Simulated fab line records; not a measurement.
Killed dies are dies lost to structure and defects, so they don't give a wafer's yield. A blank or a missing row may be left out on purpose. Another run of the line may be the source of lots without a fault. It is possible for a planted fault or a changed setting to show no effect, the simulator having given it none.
Which tool did it? || flow gf180mcu || 11 lots with 33 wafers sampled at 4 steps, on a route of 602 steps

WHAT EACH GAUGE READ, for each wafer
GF_STI_BOW_MEAS_00. Usual: INCOMING_BOW typically reads 0 um, with standard deviation 6.4.
{"lot": "L142", "measured": "day 1 10:02", "on": "film-metro-03", "INCOMING_BOW (um)": "-6 10 -3", "flag": ""}
{"lot": "L143", "measured": "day 1 15:00", "on": "film-metro-01", "INCOMING_BOW (um)": "7 2 -7", "flag": ""}
{"lot": "L144", "measured": "day 1 20:00", "on": "film-metro-03", "INCOMING_BOW (um)": "-5 1 -2", "flag": ""}
{"lot": "L145", "measured": "day 2 01:02", "on": "film-metro-01", "INCOMING_BOW (um)": "11 1 6", "flag": ""}
{"lot": "L146", "measured": "day 2 06:00", "on": "film-metro-03", "INCOMING_BOW (um)": "-5 7 -3", "flag": ""}
{"lot": "L147", "measured": "day 2 11:02", "on": "film-metro-03", "INCOMING_BOW (um)": "2 9 -2", "flag": ""}
{"lot": "L148", "measured": "day 2 16:00", "on": "film-metro-01", "INCOMING_BOW (um)": "-3 -1 -6", "flag": ""}
{"lot": "L149", "measured": "day 2 21:02", "on": "film-metro-03", "INCOMING_BOW (um)": "-12 4 -7", "flag": ""}
{"lot": "L150", "measured": "day 3 02:02", "on": "film-metro-03", "INCOMING_BOW (um)": "-9 8 7", "flag": ""}
{"lot": "L151", "measured": "day 3 07:00", "on": "film-metro-01", "INCOMING_BOW (um)": "9 -10 -5", "flag": ""}
{"lot": "L152", "measured": "day 3 12:01", "on": "film-metro-01", "INCOMING_BOW (um)": "1 9 3", "flag": ""}

GF_VT_IMPLANT_OVL_MEAS_18. Usual: VT_IMPLANT_01_OVL typically reads 0.9 nm, with standard deviation 1.4.
{"lot": "L142", "measured": "day 6 04:34", "on": "overlay-01", "VT_IMPLANT_01_OVL (nm)": "-0.1 0.3 -0.5", "flag": ""}
{"lot": "L143", "measured": "day 6 15:41", "on": "overlay-01", "VT_IMPLANT_01_OVL (nm)": "-0.2 1.3 0.5", "flag": ""}
{"lot": "L144", "measured": "day 6 21:17", "on": "overlay-01", "VT_IMPLANT_01_OVL (nm)": "0.7 0.5 -1.1", "flag": ""}
{"lot": "L145", "measured": "day 7 01:26", "on": "overlay-02", "VT_IMPLANT_01_OVL (nm)": "1.1 3.7 1.3", "flag": ""}
{"lot": "L146", "measured": "day 7 05:29", "on": "overlay-02", "VT_IMPLANT_01_OVL (nm)": "3.4 2.7 2.4", "flag": ""}
{"lot": "L147", "measured": "day 7 16:56", "on": "overlay-02", "VT_IMPLANT_01_OVL (nm)": "1.3 2.9 2.5", "flag": ""}
{"lot": "L148", "measured": "day 7 20:43", "on": "overlay-02", "VT_IMPLANT_01_OVL (nm)": "3.5 1.3 1.7", "flag": ""}
{"lot": "L149", "measured": "day 8 01:22", "on": "overlay-02", "VT_IMPLANT_01_OVL (nm)": "-1.4 -1.0 -2.6", "flag": ""}
{"lot": "L150", "measured": "day 8 08:31", "on": "overlay-01", "VT_IMPLANT_01_OVL (nm)": "2.1 2.0 0.6", "flag": ""}
{"lot": "L151", "measured": "day 8 13:43", "on": "overlay-02", "VT_IMPLANT_01_OVL (nm)": "1.1 2.0 3.9", "flag": ""}
{"lot": "L152", "measured": "day 8 20:17", "on": "overlay-01", "VT_IMPLANT_01_OVL (nm)": "-1.7 -2.5 -1.7", "flag": ""}

GF_VT_IMPLANT_TW_MEAS_32. Usual: VT_IMPLANT_3_TW typically reads 270.8, with standard deviation 2.8.
{"lot": "L142", "measured": "day 6 20:26", "on": "film-metro-03", "VT_IMPLANT_3_TW": "270.2 271.5 272.2", "flag": ""}
{"lot": "L143", "measured": "day 7 08:22", "on": "film-metro-04", "VT_IMPLANT_3_TW": "271.3 272.4 271.7", "flag": ""}
{"lot": "L144", "measured": "day 7 13:40", "on": "film-metro-04", "VT_IMPLANT_3_TW": "271.1 272.6 270.9", "flag": ""}
{"lot": "L145", "measured": "day 7 17:05", "on": "film-metro-03", "VT_IMPLANT_3_TW": "271.7 271.6 271.7", "flag": ""}
{"lot": "L146", "measured": "day 7 21:42", "on": "film-metro-03", "VT_IMPLANT_3_TW": "271.5 272.2 271.2", "flag": ""}
{"lot": "L147", "measured": "day 8 09:23", "on": "film-metro-03", "VT_IMPLANT_3_TW": "274.1 271.8 272.4", "flag": ""}
{"lot": "L148", "measured": "day 8 13:20", "on": "film-metro-04", "VT_IMPLANT_3_TW": "272.1 272.3 274.5", "flag": ""}
{"lot": "L149", "measured": "day 8 16:28", "on": "film-metro-03", "VT_IMPLANT_3_TW": "417.8 421.0 422.8", "flag": "OFF"}
{"lot": "L150", "measured": "day 8 23:55", "on": "film-metro-02", "VT_IMPLANT_3_TW": "410.5 408.6 407.0", "flag": "OFF"}
{"lot": "L151", "measured": "day 9 06:11", "on": "film-metro-03", "VT_IMPLANT_3_TW": "419.7 420.1 420.0", "flag": "OFF"}
{"lot": "L152", "measured": "day 9 13:47", "on": "film-metro-02", "VT_IMPLANT_3_TW": "408.5 406.5 409.2", "flag": "OFF"}

WHICH TOOL RAN EACH LOT (tool, then ch and the chambers of the sampled wafers, then the start)
{"lot": "L142", "GF_VT_IMPLANT_IMPLANT_30": "implanter-01 ch 0, day 6 20:13"}
{"lot": "L143", "GF_VT_IMPLANT_IMPLANT_30": "implanter-01 ch 0, day 7 08:07"}
{"lot": "L144", "GF_VT_IMPLANT_IMPLANT_30": "implanter-04 ch 0, day 7 13:25"}
{"lot": "L145", "GF_VT_IMPLANT_IMPLANT_30": "implanter-02 ch 0, day 7 16:52"}
{"lot": "L146", "GF_VT_IMPLANT_IMPLANT_30": "implanter-04 ch 0, day 7 21:27"}
{"lot": "L147", "GF_VT_IMPLANT_IMPLANT_30": "implanter-02 ch 0, day 8 09:10"}
{"lot": "L148", "GF_VT_IMPLANT_IMPLANT_30": "implanter-01 ch 0, day 8 13:05"}
{"lot": "L149", "GF_VT_IMPLANT_IMPLANT_30": "implanter-01 ch 0, day 8 16:14"}
{"lot": "L150", "GF_VT_IMPLANT_IMPLANT_30": "implanter-02 ch 0, day 8 23:41"}
{"lot": "L151", "GF_VT_IMPLANT_IMPLANT_30": "implanter-02 ch 0, day 9 05:56"}
{"lot": "L152", "GF_VT_IMPLANT_IMPLANT_30": "implanter-04 ch 0, day 9 13:33"}
- GF_VT_IMPLANT_IMPLANT_30

AS READ BY THE TOOLS THEMSELVES (means over the sampled wafers that have a number; for cases with no such wafer, the mark the record gives instead)
The record holds no such reading with a usual standard deviation.

THE ANSWER, worked out from the rows above alone
Rule: a lot counts as off when the mean over its wafers that have a number is more than 3 standard deviations away from the usual mean. Also off: a lot with no number at a reading for which 4 or more lots have one. Any other lot the step has rows for is counted as sound. First the gauges in route order, then the tools' own readings, where a lot's mean is used as printed above. The first step at which some lot is off is used, and at that step the reading that is off furthest; a lot without a number counts as furthest.
Off: at GF_VT_IMPLANT_TW_MEAS_32 (VT_IMPLANT_3_TW), L149, L150, L151, L152.
A tool fits if, at a process step before that reading, it ran every lot that is off, and no sound lot after the first of them. Gauges at GF_VT_IMPLANT_TW_MEAS_32: tried the same way as those tools. None of those tried fits.

WHAT THE SIMULATOR PUT IN
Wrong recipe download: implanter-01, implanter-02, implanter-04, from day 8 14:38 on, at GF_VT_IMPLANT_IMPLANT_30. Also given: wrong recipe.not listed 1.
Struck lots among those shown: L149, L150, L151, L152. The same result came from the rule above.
